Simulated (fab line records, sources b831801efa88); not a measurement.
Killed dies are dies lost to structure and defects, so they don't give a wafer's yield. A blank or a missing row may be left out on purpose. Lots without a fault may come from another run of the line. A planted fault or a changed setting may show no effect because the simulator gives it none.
A struck lot beside a sound one | flow sky130 | 45 steps out of a route of 708
Sound: wafers L908.1, L908.2, L908.3. Struck: wafers L916.1, L916.2, L916.6. The cause comes at the end.
At each step with rows: each side's tool, then ch and its chambers, then its first start. Under that, the readings that differ: sound wafers | struck wafers | difference of the means | sigmas: that difference in standard deviations of wafers without a fault.
alike: readings whose means differ by less than 2 such deviations, and words and numbers that are the same on both sides. not compared: withheld readings, readings that some wafer has no value for, bounds like >300 that may hide the same value, and numbers for which the record gives no deviation and whose values overlap.
The two part at a step that has a row with sigmas, a row that says differs or no value, or rows on one side only. Numbers that don't overlap but have no deviation are shown without sigmas and don't part them. A reading that every wafer of one side lacks parts them only if that side has two wafers or more.

first, 2 steps without rows for these wafers: SKY_DNWELL_DEVELOP_06 (develop time 60 s); SKY_DNWELL_IMPLANT_07.
SKY_DNWELL_STRIP_08: strips in O2/N2.
  sound on plasma_asher-04 ch 0,1, day 3 20:55; struck on plasma_asher-04 ch 0,1, day 5 12:05
  alike: drypump_motor_current_A, oes_product_au, strip_time_to_endpoint_s
  not compared: rf_hours_counter_h
SKY_DNWELL_TW_MEAS_09:
  sound on film_metro-03, day 3 21:01; struck on film_metro-01, day 5 12:11
  alike: DNWELL_TW
then, 7 steps without rows for these wafers: SKY_PWDE_DEHYDRATE_00 (time 60 s); SKY_PWDE_HMDS_01 (prime time 60 s); SKY_PWDE_COAT_02 (resist thk 3022 nm); SKY_PWDE_SOFTBAKE_03; SKY_PWDE_EXPOSE_04 (exposes mask PWDEM, target cd 840 nm); SKY_PWDE_PEB_05; SKY_PWDE_DEVELOP_06 (develop time 60 s).
SKY_PWDE_OVL_MEAS_07:
  sound on overlay-02, day 4 13:15; struck on overlay-02, day 6 05:43
  alike: PWDE_OVL
SKY_PWDE_IMPLANT_08:
  sound on implanter-01 ch 0, day 4 13:17; struck on implanter-04 ch 0, day 6 05:45
  reading                   | sound                | struck               | difference | sigmas
  beam_energy_keV           | 150.04 149.97 149.97 | 123.06 123.01 123.05 | -26.95     | -99 or more
  model.implant.rp_nm (nm)  | 436.1 436.1 436.1    | 382.8 382.8 382.8    | -53.3      |
  model.implant.drp_nm (nm) | 97.97 97.97 97.97    | 90.89 90.89 90.89    | -7.08      |
  alike: dose_ions_cm2, end_station_pressure_torr
SKY_PWDE_STRIP_09: strips in O2/N2.
  sound on plasma_asher-03 ch 0,1, day 4 13:26; struck on plasma_asher-04 ch 0,1, day 6 05:54
  alike: drypump_motor_current_A, oes_product_au, strip_time_to_endpoint_s
  not compared: rf_hours_counter_h
SKY_PWDE_TW_MEAS_10:
  sound on film_metro-01, day 4 13:32; struck on film_metro-01, day 6 06:00
  alike: PWDE_TW
then, 7 steps without rows for these wafers: SKY_NWELL_DEHYDRATE_03 (time 60 s); SKY_NWELL_HMDS_04 (prime time 60 s); SKY_NWELL_COAT_05 (resist thk 3000 nm); SKY_NWELL_SOFTBAKE_06; SKY_NWELL_EXPOSE_07 (exposes mask NWM, target cd 840 nm); SKY_NWELL_PEB_08; SKY_NWELL_DEVELOP_09 (develop time 60 s).
SKY_NWELL_OVL_MEAS_10:
  sound on overlay-01, day 5 07:32; struck on overlay-01, day 7 01:08
  alike: NWELL_00_OVL
then, 3 steps without rows for these wafers: SKY_NWELL_IMPLANT_11; SKY_NWELL_IMPLANT_12; SKY_NWELL_IMPLANT_13.
SKY_NWELL_STRIP_14: strips in O2/N2.
  sound on plasma_asher-03 ch 0,1, day 5 08:01; struck on plasma_asher-02 ch 0,1, day 7 01:37
  alike: drypump_motor_current_A, oes_product_au, strip_time_to_endpoint_s
  not compared: rf_hours_counter_h
SKY_NWELL_TW_MEAS_15:
  sound on film_metro-01, day 5 08:07; struck on film_metro-04, day 7 01:43
  alike: NWELL_TW
then, 7 steps without rows for these wafers: SKY_NWELL_DEHYDRATE_16 (time 60 s); SKY_NWELL_HMDS_17 (prime time 60 s); SKY_NWELL_COAT_18 (resist thk 3000 nm); SKY_NWELL_SOFTBAKE_19; SKY_NWELL_EXPOSE_20 (exposes mask NWM COMPLEMENT, target cd 840 nm); SKY_NWELL_PEB_21; SKY_NWELL_DEVELOP_22 (develop time 60 s).
SKY_NWELL_OVL_MEAS_23:
  sound on overlay-01, day 6 01:14; struck on overlay-01, day 7 21:07
  alike: NWELL_01_OVL
then, 1 step without rows for these wafers: SKY_NWELL_IMPLANT_24.
SKY_NWELL_STRIP_25: strips in O2/N2.
  sound on plasma_asher-03 ch 0,1, day 6 01:25; struck on plasma_asher-02 ch 0,1, day 7 21:18
  alike: drypump_motor_current_A, oes_product_au, strip_time_to_endpoint_s
  not compared: rf_hours_counter_h
SKY_NWELL_TW_MEAS_26:
  sound on film_metro-04, day 6 01:31; struck on film_metro-03, day 7 21:24
  alike: NWELL_2_TW
then, 1 step without rows for these wafers: SKY_NWELL_CLEAN_27 (cleans in SC1/SC2, time 150 s).
SKY_NWELL_RTA_28: time 30 s.
  sound on rtp_anneal-01 ch 0, day 6 01:41; struck on rtp_anneal-01 ch 0, day 7 21:31
  alike: lamp_power_pct, wafer_temp_C_max
SKY_NWELL_RS_MEAS_29: measures by four-point-probe.
  sound on film_metro-01, day 6 01:47; struck on film_metro-04, day 7 21:37
  reading           | sound             | struck            | difference | sigmas
  NWELL_RS (ohm/sq) | 632.0 631.1 628.7 | 635.0 633.8 635.9 | +4.3       | +3
SKY_NWELL_RS_MEAS_31: measures by four-point-probe.
  sound on film_metro-01, day 6 02:01; struck on film_metro-04, day 7 22:08
  reading          | sound          | struck         | difference | sigmas
  PWDE_RS (ohm/sq) | 5254 5246 5270 | 5320 5323 5338 | +70        | +4
  not compared: hold
SKY_VT_ADJUST_HVTP_DEHYDRATE_00: time 60 s.
  sound on litho_track-04 ch 0, day 6 10:47; struck on litho_track-04 ch 0, day 8 07:44
  not compared: hold
-- the record jumps here: 40 days lie between the struck wafers' starts before and after (it left off in module VT_ADJUST_HVTP and takes up again in module PAD_OPEN, whose first step shown is number 708 of the route) --
SKY_PAD_OPEN_PROBE_99:
  sound on prober-02, day 46 11:56; struck on prober-02, day 48 10:08
  reading                                 | sound                        | struck                        | difference | sigmas
  model.etest.res_p_drift_20v.line_ohm_um | 1.14e+04 1.202e+04 1.183e+04 | 1.852e+04 2.024e+04 1.991e+04 | +7.807e+03 |
  model.etest.res_p_drift_20v.rs_ohm_sq   | 9357 1.005e+04 9687          | 1.541e+04 1.674e+04 1.673e+04 | +6.595e+03 |
  alike: killed_at_M0_to_M3, killed_at_M4_up, killed_at_contacts, killed_at_front_end, killed_at_other, killed_dies, killed_open, killed_short

WHERE THEY PART
First at SKY_PWDE_IMPLANT_08; last, within this record, at SKY_NWELL_RS_MEAS_31. Later steps at which nothing parts them and some readings are alike: SKY_PAD_OPEN_PROBE_99.

WHY: what the simulator had put in
Process parameter drift: implanter-04, from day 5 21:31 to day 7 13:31, at SKY_PWDE_IMPLANT_08. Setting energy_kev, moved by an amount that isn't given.
